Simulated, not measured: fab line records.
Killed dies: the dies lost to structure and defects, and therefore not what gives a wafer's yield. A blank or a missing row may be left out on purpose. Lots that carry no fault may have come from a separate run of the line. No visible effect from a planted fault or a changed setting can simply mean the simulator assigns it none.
A lot that was struck, set against a sound lot	flow sky130	42 steps out of a route of 708
Sound: these wafers, L678.1, L678.3, L678.6. Wafers struck: L689.3, L689.4, L689.5. The cause comes at the end.
For every step that has rows: the tool of each side, followed by ch and its chambers, followed by its first start. Under that, the readings that differ: sound wafers	struck wafers	difference of the means	sigmas: that difference in standard deviations of wafers without a fault.
alike: readings with means less than 2 such deviations apart, plus words and numbers identical on both sides. not compared: withheld readings, readings lacking a value on some wafer, bounds such as >300 that could conceal the same value, and numbers that have no deviation in the record and whose values overlap.
A row with sigmas, a row that says differs or no value, or rows on one side alone: a step with any of these is where the two part. Numbers that don't overlap but have no deviation are shown without sigmas and don't part them. A reading that every wafer of one side lacks parts them only if that side has two wafers or more.

first, 6 steps without rows for these wafers: SKY_SD_N_HMDS_01 (prime time 60 s); SKY_SD_N_COAT_02 (resist thk 1140 nm); SKY_SD_N_SOFTBAKE_03 (time 60 s); SKY_SD_N_EXPOSE_04 (exposes mask NSDM, target cd 380 nm); SKY_SD_N_PEB_05; SKY_SD_N_DEVELOP_06 (develop time 60 s).
SKY_SD_N_CD_MEAS_07: target cd 380 nm.
  sound: cdSem-01 at day 28 23:35; struck: cdSem-02 at day 33 10:28
reading	sound	struck	difference	sigmas
cdNm (nm)	381.6 381.9 382.1	376.2 376.0 377.7	-5.2	-2
SKY_SD_N_OVL_MEAS_08:
  sound: overlay-02 at day 28 23:42; struck: overlay-02 at day 33 10:34
  alike: SD_N_OVL
then, 2 steps without rows for these wafers: SKY_SD_N_IMPLANT_09; SKY_SD_N_IMPLANT_10.
SKY_SD_N_STRIP_11: strips in O2/N2.
  sound on plasmaAsher-01 ch 0,1, day 29 00:02; struck on plasmaAsher-03 ch 0,1, day 33 10:55
  alike: drypumpMotorCurrentA, oesProductAu, stripTimeToEndpointS
  not compared: rfHoursCounterH
SKY_SD_N_TW_MEAS_12:
  sound: filmMetro-02 at day 29 00:08; struck: filmMetro-01 at day 33 11:01
  alike: SD_N_TW
SKY_SD_N_CLEAN_13: cleans in SC1/SC2, time 150 s.
  sound on wetBench-04 ch 1, day 29 00:11; struck on wetBench-01 ch 3, day 33 11:03
  alike: bathHeatDutyPct
SKY_SD_N_RTA_14: time 2 s.
  sound on rtpAnneal-01 ch 0, day 29 00:16; struck on rtpAnneal-01 ch 0, day 33 11:07
  alike: lampPowerPct, wafer_temp_C_max
SKY_SD_N_RS_MEAS_16: the measuring method here is four-point-probe.
  sound: filmMetro-01 at day 29 00:26; struck: filmMetro-02 at day 33 11:19
  alike: SD_N_RS
SKY_SD_N_RS_MEAS_17: the measuring method here is four-point-probe.
  sound: filmMetro-01 at day 29 00:33; struck: filmMetro-02 at day 33 11:26
  alike: SD_P_RS
SKY_SD_N_RS_MEAS_18: the measuring method here is four-point-probe.
  sound: filmMetro-01 at day 29 00:40; struck: filmMetro-02 at day 33 11:34
  alike: RES_XHIGH_RS
then, 2 steps without rows for these wafers: SKY_SALICIDE_CLEAN_00 (cleans in HF-last, time 30 s); SKY_LI_CONTACT_HDPCVD_00 (deposits PSG, target thk 930 nm, time 155 s).
SKY_LI_CONTACT_THK_MEAS_01:
  sound: filmMetro-02 at day 29 00:55; struck: filmMetro-02 at day 33 11:47
  alike: LI_CONTACT_HDPCVD_THK
then, 1 step without rows for these wafers: SKY_LI_CONTACT_CMP_02 (polishes PSG).
SKY_LI_CONTACT_BOW_MEAS_03:
  sound: filmMetro-03 at day 29 01:17; struck: filmMetro-03 at day 33 12:11
  alike: LI_CONTACT_BOW
then, 8 steps without rows for these wafers: SKY_LI_CONTACT_DEHYDRATE_04 (time 60 s); SKY_LI_CONTACT_HMDS_05 (prime time 60 s); SKY_LI_CONTACT_COAT_06 (resist thk 60 nm); SKY_LI_CONTACT_COAT_07 (resist thk 450 nm); SKY_LI_CONTACT_SOFTBAKE_08 (time 90 s); SKY_LI_CONTACT_EXPOSE_09 (exposes mask LICM1, target cd 170 nm); SKY_LI_CONTACT_PEB_10; SKY_LI_CONTACT_DEVELOP_11 (develop time 60 s).
SKY_LI_CONTACT_CD_MEAS_12: target cd 170 nm.
  sound: cdSem-01 at day 30 04:38; struck: cdSem-01 at day 34 14:58
  alike: cdNm
SKY_LI_CONTACT_OVL_MEAS_13:
  sound: overlay-01 at day 30 04:46; struck: overlay-02 at day 34 15:04
reading	sound	struck	difference	sigmas
LI_CONTACT_OVL (nm)	2 9 5	-15 -17 -14	-21	-3
then, 1 step without rows for these wafers: SKY_LI_CONTACT_ETCH_14 (etches BARC in N2/H2, stops on SiO2, time 45.9 s, target depth 60 nm).
SKY_LI_CONTACT_ETCH_15: etches PSG in C4F8/O2/Ar, stops on Si, target depth 600 nm.
  sound on rieDiel-01 ch 0,1,3, day 30 04:50; struck on rieDiel-02 ch 0,2, day 34 15:08
  alike: oesProductAu
SKY_LI_CONTACT_STRIP_16: strips in O2/N2.
  sound on plasmaAsher-03 ch 0,1, day 30 04:55; struck on plasmaAsher-03 ch 0,1, day 34 15:15
  alike: drypumpMotorCurrentA, oesProductAu, stripTimeToEndpointS
  not compared: rfHoursCounterH
then, 3 steps without rows for these wafers: SKY_LI_CONTACT_CLEAN_17 (cleans in NMP, time 600 s); SKY_LI_CONTACT_PRE_CLEAN_18 (time 5.6 s); SKY_LI_CONTACT_SPUTTER_19 (material Ti, target thk 20 nm, time 106.37 s).
SKY_LI_CONTACT_SPUTTER_20: material TiN, target thk 20 nm, time 80 s.
  sound: pvdSputter-01 at day 30 05:17; struck: pvdSputter-01 at day 34 15:36
  alike: throttleValvePct
then, 1 step without rows for these wafers: SKY_LI_CONTACT_CVD_21 (deposits W, target thk 400 nm, time 120.56 s).
SKY_LI_CONTACT_RS_MEAS_22: the measuring method here is four-point-probe.
  sound: filmMetro-02 at day 30 05:31; struck: filmMetro-02 at day 34 15:50
  alike: LI_CONTACT_W_RS
-- the record jumps here: 15 days lie between the struck wafers' starts before and after (it left off in module LI_CONTACT and takes up again in module PAD_OPEN, whose first step shown is number 708 of the route) --
SKY_PAD_OPEN_PROBE_99:
  sound: prober-02 at day 46 18:25; struck: prober-02 at day 49 14:15
reading	sound	struck	difference	sigmas
model.etest.diodeNwellSub.leakLog10ACm2	-7.513 -7.334 -7.223	-4.979 -5.258 -5.184	+2.216	
model.etest.diodeDnwellSub.leakLog10ACm2	-7.144 -7.521 -7.51	-5.162 -5.199 -4.839	+2.325	
model.etest.diodePwellDnwell.leakLog10ACm2	-7.541 -7.618 -7.732	-5.341 -5.605 -5.712	+2.078	
model.etest.capOno.gateBvV (V)	16.24 16.21 16.69	14.59 14.71 14.61	-1.74	
model.etest.capThickOxide.gateBvV (V)	15.89 16.14 16.11	14.2 14.41 13.76	-1.9	
model.etest.diodeNdiffPwellHv.leakLog10ACm2	-6.438 -6.642 -6.623	-5.065 -5.087 -5.096	+1.485	
model.etest.diodePdiffNwellHv.leakLog10ACm2	-6.929 -6.577 -6.456	-5.205 -4.971 -5.112	+1.558	
model.etest.diodeNdiffPwell.leakLog10ACm2	-7.297 -7.323 -7.312	-5.627 -5.655 -5.506	+1.715	
  alike: killed_at_M0_to_M3, killed_at_M4_up, killedAtContacts, killedAtFrontEnd, killedAtOther, killedDies, killedOpen, killedShort

WHERE THEY PART
First at SKY_SD_N_CD_MEAS_07; last, within this record, at SKY_LI_CONTACT_OVL_MEAS_13. Later steps at which nothing parts them and some readings are alike: SKY_LI_CONTACT_ETCH_15, SKY_LI_CONTACT_STRIP_16, SKY_LI_CONTACT_SPUTTER_20, SKY_LI_CONTACT_RS_MEAS_22, SKY_PAD_OPEN_PROBE_99.

WHY: the cause the simulator had injected
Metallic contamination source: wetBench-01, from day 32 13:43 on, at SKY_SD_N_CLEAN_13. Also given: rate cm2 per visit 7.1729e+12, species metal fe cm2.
